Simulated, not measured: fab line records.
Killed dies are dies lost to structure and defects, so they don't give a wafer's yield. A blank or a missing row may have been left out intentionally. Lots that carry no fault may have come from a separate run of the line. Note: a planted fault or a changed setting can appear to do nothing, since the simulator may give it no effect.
fab line records -- flow sky130
[record] lots = 6, wafers = 18, last-day = 50
route steps=708 shown VT_ADJUST_HVTR@137 VT_ADJUST_PCH@143 PAD_OPEN@708
lots that met no fault: taken from a fault-free run of the same line
start-h: the number of hours between the record's first day and the start of the first shown wafer of the lot -- wait-h: hours from the lot's prior step to this one -- " as in the row above -- L1.1+2: several wafers, shown together as one row -- - either no value or no given start -- * or withheld: withheld -- < > ~ a bound
route shown NAME@n: NAME is a module with steps in the file, n the number in the route of the first one -- usual: mean/standard deviation taken from wafers without a fault -- same: alike in all rows -- chamber/n: place in a boat -- sites: the reading at each site -- _std_site: the values' standard deviation -- _edge_site: the outer-site mean with the inner-site mean subtracted -- radius-mm: how far each site lies from the wafer's centre -- mask NAME#n: copy n -- behind: tool/chamber where the wafer was last shaped -- hold: reason for holding the lot/hours on hold/outcome of the hold -- device: transistor that didn't switch, given as n, p or np -- end of line: the same wafers' tests at the end of the route -- for a step that has no rows: nothing shown but its recipe -- killed: dies lost to structure and defects at the first sort, not the wafer's yield -- map: the dies of a wafer, with x for killed, . for not killed, _ for no die there
set.NAME: the setting the step ran with; set.NAME@STEP: the setting that earlier step ran with -- model.NAME: the simulator's own value behind a step, which no gauge read
lots at some steps of the route; a table a step, a row a wafer
services: the hour from which a tool's chamber was out of use, counted from the record's first day as start-h (under 0 if before that day), plus the number of hours and why
[[steps]]
[step SKY_VT_ADJUST_HVTR_DEVELOP_06]
[recipe] develop-time-s = 60, dev-temp-c = 23
[step SKY_VT_ADJUST_HVTR_CD_MEAS_07]
[recipe] target-cd-nm = 380
[usual] cd-nm = 380.2/2.6
lot.wafer,tool,chamber,start-h,wait-h,cd-nm
L351.2,cd-sem-02,-,249.34,0.1,380.5
L351.3,cd-sem-02,-,249.34,0.1,379.1
L351.5,cd-sem-02,-,249.34,0.1,380.2
L357.3,cd-sem-02,-,289.07,0.1,381.2
L357.4,cd-sem-02,-,289.07,0.1,380.5
L357.6,cd-sem-02,-,289.07,0.1,380.0
L358.1,cd-sem-01,-,302.38,0.1,383.5
L358.4,cd-sem-01,-,302.38,0.1,380.1
L358.5,cd-sem-01,-,302.38,0.1,381.3
L360.1,cd-sem-02,-,318.46,0.1,382.6
L360.5,cd-sem-02,-,318.46,0.1,384.4
L360.6,cd-sem-02,-,318.46,0.1,383.2
L362.2,cd-sem-02,-,333.99,0.1,376.4
L362.3,cd-sem-02,-,333.99,0.1,378.0
L362.4,cd-sem-02,-,333.99,0.1,377.8
L368.1,cd-sem-02,-,381.71,0.1,379.9
L368.3,cd-sem-02,-,381.71,0.1,381.8
L368.6,cd-sem-02,-,381.71,0.1,379.6
[step SKY_VT_ADJUST_HVTR_OVL_MEAS_08]
[usual] VT_ADJUST_HVTR_OVL = 0.6/1.3
lot.wafer,tool,chamber,start-h,wait-h,VT_ADJUST_HVTR_OVL[nm]
L351.2,overlay-01,-,249.45,0.1,2.3
L351.3,overlay-01,-,249.45,0.1,0.7
L351.5,overlay-01,-,249.45,0.1,2.0
L357.3,overlay-01,-,289.17,0.1,1.4
L357.4,overlay-01,-,289.17,0.1,0.3
L357.6,overlay-01,-,289.17,0.1,-1.5
L358.1,overlay-01,-,302.50,0.1,-1.9
L358.4,overlay-01,-,302.50,0.1,-1.2
L358.5,overlay-01,-,302.50,0.1,-2.7
L360.1,overlay-01,-,318.58,0.1,0.3
L360.5,overlay-01,-,318.58,0.1,0.7
L360.6,overlay-01,-,318.58,0.1,1.3
L362.2,overlay-01,-,334.10,0.1,-0.9
L362.3,overlay-01,-,334.10,0.1,0.6
L362.4,overlay-01,-,334.10,0.1,-0.4
L368.1,overlay-01,-,381.83,0.1,-0.1
L368.3,overlay-01,-,381.83,0.1,1.2
L368.6,overlay-01,-,381.83,0.1,0.4
[step SKY_VT_ADJUST_HVTR_IMPLANT_09]
[recipe] species = B, energy-kev = 10, dose-cm2 = 2.1e+12, tilt-deg = withheld
[step SKY_VT_ADJUST_HVTR_STRIP_10]
[recipe] chemistry = O2/N2, power-w = 1400, pressure-mtorr = 1500, platen-temp-c = withheld, o2-flow-sccm = 3000, n2-flow-sccm = 300, overash-fraction = 0.5
[usual] drypump-motor-current-A = 5.8/0.42, oes-product-au = 0.716/0.0043, strip-time-to-endpoint-s = 14.17/0.041
lot.wafer,tool,chamber,start-h,wait-h,drypump-motor-current-A,oes-product-au,rf-hours-counter-h,strip-time-to-endpoint-s
L351.2,plasma-asher-01,1,249.63,0.1,6.6,0.727,42,14.26
L351.3,plasma-asher-01,1,249.63,0.1,6.6,0.718,-,14.20
L351.5,plasma-asher-01,0,249.63,0.1,6.5,0.715,-,14.21
L357.3,plasma-asher-01,0,289.37,0.1,6.5,0.716,-,14.17
L357.4,plasma-asher-01,1,289.37,0.1,6.6,0.720,-,14.14
L357.6,plasma-asher-01,1,289.37,0.1,6.6,0.716,-,14.19
L358.1,plasma-asher-03,1,302.69,0.1,5.7,0.713,60,14.10
L358.4,plasma-asher-03,1,302.69,0.1,5.8,0.723,-,14.18
L358.5,plasma-asher-03,0,302.69,0.1,5.6,0.719,-,14.13
L360.1,plasma-asher-01,1,318.76,0.1,6.6,0.717,49,14.17
L360.5,plasma-asher-01,0,318.76,0.1,6.5,0.708,-,14.18
L360.6,plasma-asher-01,1,318.76,0.1,6.6,0.707,-,14.16
L362.2,plasma-asher-01,1,334.28,0.1,6.6,0.713,50,14.24
L362.3,plasma-asher-01,1,334.28,0.1,6.6,0.713,-,14.23
L362.4,plasma-asher-01,0,334.28,0.1,6.5,0.721,-,14.21
L368.1,plasma-asher-03,1,382.01,0.1,5.8,0.719,68,14.09
L368.3,plasma-asher-03,0,382.01,0.1,5.6,0.718,-,14.15
L368.6,plasma-asher-03,1,382.01,0.1,5.8,0.723,-,14.17
[step SKY_VT_ADJUST_HVTR_TW_MEAS_11]
[usual] VT_ADJUST_HVTR_TW = 209.8/1.5
lot.wafer,tool,chamber,start-h,wait-h,VT_ADJUST_HVTR_TW
L351.2,film-metro-04,-,249.74,0.1,208.8
L351.3,film-metro-04,-,249.74,0.1,207.9
L351.5,film-metro-04,-,249.74,0.1,210.2
L357.3,film-metro-02,-,289.46,0.1,207.7
L357.4,film-metro-02,-,289.46,0.1,206.7
L357.6,film-metro-02,-,289.46,0.1,208.5
L358.1,film-metro-03,-,302.79,0.1,210.6
L358.4,film-metro-03,-,302.79,0.1,209.7
L358.5,film-metro-03,-,302.79,0.1,209.8
L360.1,film-metro-04,-,318.86,0.1,210.1
L360.5,film-metro-04,-,318.86,0.1,209.1
L360.6,film-metro-04,-,318.86,0.1,209.3
L362.2,film-metro-04,-,334.39,0.1,209.4
L362.3,film-metro-04,-,334.39,0.1,209.3
L362.4,film-metro-04,-,334.39,0.1,209.2
L368.1,film-metro-03,-,382.11,0.1,210.9
L368.3,film-metro-03,-,382.11,0.1,210.9
L368.6,film-metro-03,-,382.11,0.1,211.8
[step SKY_VT_ADJUST_PCH_DEHYDRATE_00]
[recipe] temp-c = 200, time-s = 60
[step SKY_VT_ADJUST_PCH_HMDS_01]
[recipe] prime-time-s = 60, prime-temp-c = 120
[step SKY_VT_ADJUST_PCH_COAT_02]
[recipe] spin-rpm = 2000, resist-thk-nm = 3000
[step SKY_VT_ADJUST_PCH_SOFTBAKE_03]
[recipe] temp-c = 110, time-s = withheld
[step SKY_VT_ADJUST_PCH_EXPOSE_04]
[recipe] mask-id = NWM, na = 0.6, source-shape = conventional, sigma-outer = 0.6, polarization = unpolarized, target-cd-nm = 840, dose-mj = 255
[step SKY_VT_ADJUST_PCH_PEB_05]
[recipe] temp-c = 115, time-s = withheld
[step SKY_VT_ADJUST_PCH_DEVELOP_06]
[recipe] wall-angle-deg = 90, developer = TMAH, develop-time-s = 60, dev-temp-c = 23
[usual] developer-temp-C = 22.98/0.11
lot.wafer,tool,chamber,start-h,wait-h,developer-temp-C
L351.2,litho-track-02,0,273,-,22.99
L351.3,litho-track-02,0,273,-,23.10
L351.5,litho-track-02,0,273,-,23.08
L357.3,litho-track-01,0,316,-,22.03
L357.4,litho-track-01,0,316,-,22.18
L357.6,litho-track-01,0,316,-,22.08
L358.1,litho-track-01,0,328,-,22.03
L358.4,litho-track-01,0,328,-,22.08
L358.5,litho-track-01,0,328,-,22.05
L360.1,litho-track-02,0,344,-,22.99
L360.5,litho-track-02,0,344,-,22.93
L360.6,litho-track-02,0,344,-,23.11
L362.2,litho-track-04,0,360,-,23.10
L362.3,litho-track-04,0,360,-,23.20
L362.4,litho-track-04,0,360,-,23.06
L368.1,litho-track-01,0,411,-,23.04
L368.3,litho-track-01,0,411,-,22.83
L368.6,litho-track-01,0,411,-,22.96
[step SKY_VT_ADJUST_PCH_OVL_MEAS_07]
[usual] VT_ADJUST_PCH_OVL = 0.4/1.2
lot.wafer,tool,chamber,start-h,wait-h,VT_ADJUST_PCH_OVL[nm]
L351.2,overlay-02,-,273.83,-,1.8
L351.3,overlay-02,-,273.83,-,0.3
L351.5,overlay-02,-,273.83,-,0.4
L357.3,overlay-02,-,316.13,-,0.4
L357.4,overlay-02,-,316.13,-,0.4
L357.6,overlay-02,-,316.13,-,-0.5
L358.1,overlay-02,-,328.57,-,-0.5
L358.4,overlay-02,-,328.57,-,-0.5
L358.5,overlay-02,-,328.57,-,0.1
L360.1,overlay-01,-,344.82,-,0.7
L360.5,overlay-01,-,344.82,-,1.3
L360.6,overlay-01,-,344.82,-,-0.4
L362.2,overlay-01,-,360.86,-,0.1
L362.3,overlay-01,-,360.86,-,0.9
L362.4,overlay-01,-,360.86,-,1.6
L368.1,overlay-02,-,411.47,-,1.2
L368.3,overlay-02,-,411.47,-,1.2
L368.6,overlay-02,-,411.47,-,-0.6
[step SKY_PAD_OPEN_PROBE_99]
[usual] killed_at_M0_to_M3 = 45/6.8, killed_at_M4_up = 3.2/1.6, killed-at-contacts = 24/5.1, killed-at-front-end = 14/4.4, killed-at-other = 0.4/0.65, killed-dies = 87/8.8, killed-open = 47/7.2, killed-short = 39/6.1
[same] gross-dies = 492, killed-at-back-side = 0
lot.wafer,tool,chamber,start-h,wait-h,killed_at_M0_to_M3,killed_at_M4_up,killed-at-contacts,killed-at-front-end,killed-at-other,killed-dies,killed-open,killed-short
L351.2,prober-02,-,1114.89,0.1,36,1,26,10,0,73,51,21
L351.3,prober-02,-,1114.94,0.2,44,3,20,18,0,85,43,40
L351.5,prober-02,-,1115.04,0.2,44,3,39,7,0,93,51,42
L357.3,prober-01,-,1143.51,0.2,44,3,27,19,0,93,45,47
L357.4,prober-01,-,1143.56,0.2,51,3,20,20,1,95,55,40
L357.6,prober-01,-,1143.66,0.2,54,3,24,8,0,89,50,38
L358.1,prober-01,-,1150.83,0.1,40,3,22,11,0,76,41,34
L358.4,prober-01,-,1150.98,0.2,41,4,22,17,0,84,49,35
L358.5,prober-01,-,1151.03,0.2,37,2,24,18,0,81,45,36
L362.2,prober-01,-,1174.52,0.1,42,2,15,14,0,73,44,29
L362.3,prober-01,-,1174.57,0.2,50,7,20,25,0,102,46,55
// killed by level:class
L351.2 CONTACT:geometric-particle:open=16 VIA1:geometric-particle:open=13 VIA3:geometric-particle:open=7 FIELD_ISO:geometric-particle:open=4 CONTACT:geometric-particle:short=4 VIA1:geometric-particle:short=4 VIA2:geometric-particle:open=4 FIELD_ISO:geometric-particle:short=3
L351.3 VIA2:geometric-particle:open=9 CONTACT:geometric-particle:open=7 VIA1:geometric-particle:open=7 FIELD_ISO:geometric-particle:short=6 LI_CONTACT:geometric-particle:open=5 VIA1:geometric-particle:short=5 VIA3:geometric-particle:open=4 POLY_GATE:geometric-particle:open=4
L351.5 CONTACT:geometric-particle:open=12 CONTACT:geometric-particle:short=10 METAL2:geometric-particle:short=10 VIA2:geometric-particle:open=9 VIA1:geometric-particle:open=8 LOCAL_INTERCONNECT:geometric-particle:short=7 LI_CONTACT:geometric-particle:open=6 VIA3:geometric-particle:open=5
L357.3 VIA1:geometric-particle:open=12 CONTACT:geometric-particle:open=10 POLY_GATE:geometric-particle:open=7 CONTACT:geometric-particle:short=6 VIA3:geometric-particle:open=6 POLY_GATE:geometric-particle:short=5 METAL2:geometric-particle:short=5 FIELD_ISO:geometric-particle:short=4
L357.4 VIA1:geometric-particle:open=12 METAL2:geometric-particle:short=9 FIELD_ISO:geometric-particle:open=8 VIA3:geometric-particle:open=8 METAL1:geometric-particle:short=7 LI_CONTACT:geometric-particle:open=6 CONTACT:geometric-particle:open=6 VIA2:geometric-particle:open=6
L357.6 VIA2:geometric-particle:open=14 VIA1:geometric-particle:open=11 VIA1:geometric-particle:short=9 CONTACT:geometric-particle:open=8 LOCAL_INTERCONNECT:geometric-particle:short=7 LI_CONTACT:geometric-particle:open=6 VIA3:geometric-particle:open=5 POLY_GATE:geometric-particle:short=4
L358.1 CONTACT:geometric-particle:open=11 VIA1:geometric-particle:open=8 VIA3:geometric-particle:open=6 VIA3:geometric-particle:short=6 LI_CONTACT:geometric-particle:open=5 CONTACT:geometric-particle:short=5 VIA2:geometric-particle:open=5 VIA2:geometric-particle:short=4
L358.4 VIA3:geometric-particle:open=10 LI_CONTACT:geometric-particle:open=8 CONTACT:geometric-particle:open=8 VIA2:geometric-particle:open=6 VIA1:geometric-particle:open=6 FIELD_ISO:geometric-particle:short=5 POLY_GATE:geometric-particle:short=5 VIA1:geometric-particle:short=5
L358.5 VIA1:geometric-particle:open=9 LI_CONTACT:geometric-particle:open=8 VIA3:geometric-particle:open=7 CONTACT:geometric-particle:open=5 CONTACT:geometric-particle:short=5 VIA2:geometric-particle:open=5 VIA3:geometric-particle:short=5 LOCAL_INTERCONNECT:geometric-particle:short=4
L362.2 VIA1:geometric-particle:open=10 VIA2:geometric-particle:open=10 VIA3:geometric-particle:open=8 CONTACT:geometric-particle:open=6 FIELD_ISO:geometric-particle:short=5 POLY_GATE:geometric-particle:short=5 METAL2:geometric-particle:short=4 LOCAL_INTERCONNECT:geometric-particle:short=3
L362.3 FIELD_ISO:geometric-particle:short=10 VIA1:geometric-particle:open=9 CONTACT:geometric-particle:open=8 VIA3:geometric-particle:open=7 METAL2:geometric-particle:short=7 METAL4:geometric-particle:short=7 METAL1:geometric-particle:short=6 VIA1:geometric-particle:short=6
[[services]]
tool,chamber,start-h,hours,kind
litho-track-01,-,263.11,-,consumable-replace:filter
plasma-asher-01,-,314.88,2.8,pm
plasma-asher-01,-,368.60,2.8,repair
[[key]]
[first-sign] step = SKY_VT_ADJUST_PCH_DEVELOP_06, reading = developer-temp-C, direction = down, sigmas = 7.9, usual = *, struck = *
effect none on later readings
met-at SKY_VT_ADJUST_PCH_DEVELOP_06
struck-wafers L357.3,L357.4,L357.6,L358.1,L358.4,L358.5
tester-left-out L357,L358
[fault] kind = process-parameter-drift, tool = litho-track-01, chamber = -, onset-h = 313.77, steps = SKY_VT_ADJUST_PCH_DEVELOP_06, channel = dev-temp-c, offset = *, shape = step, end-h = 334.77, acts-in = *, stated = *
// tester-left-out: of these lots the tester's yield and bins aren't shown, on N5 and GAA mostly nor the transistor test; their killed dies are dies lost to structure and defects alone, not to doping, threshold or leakage, so they don't give the yield
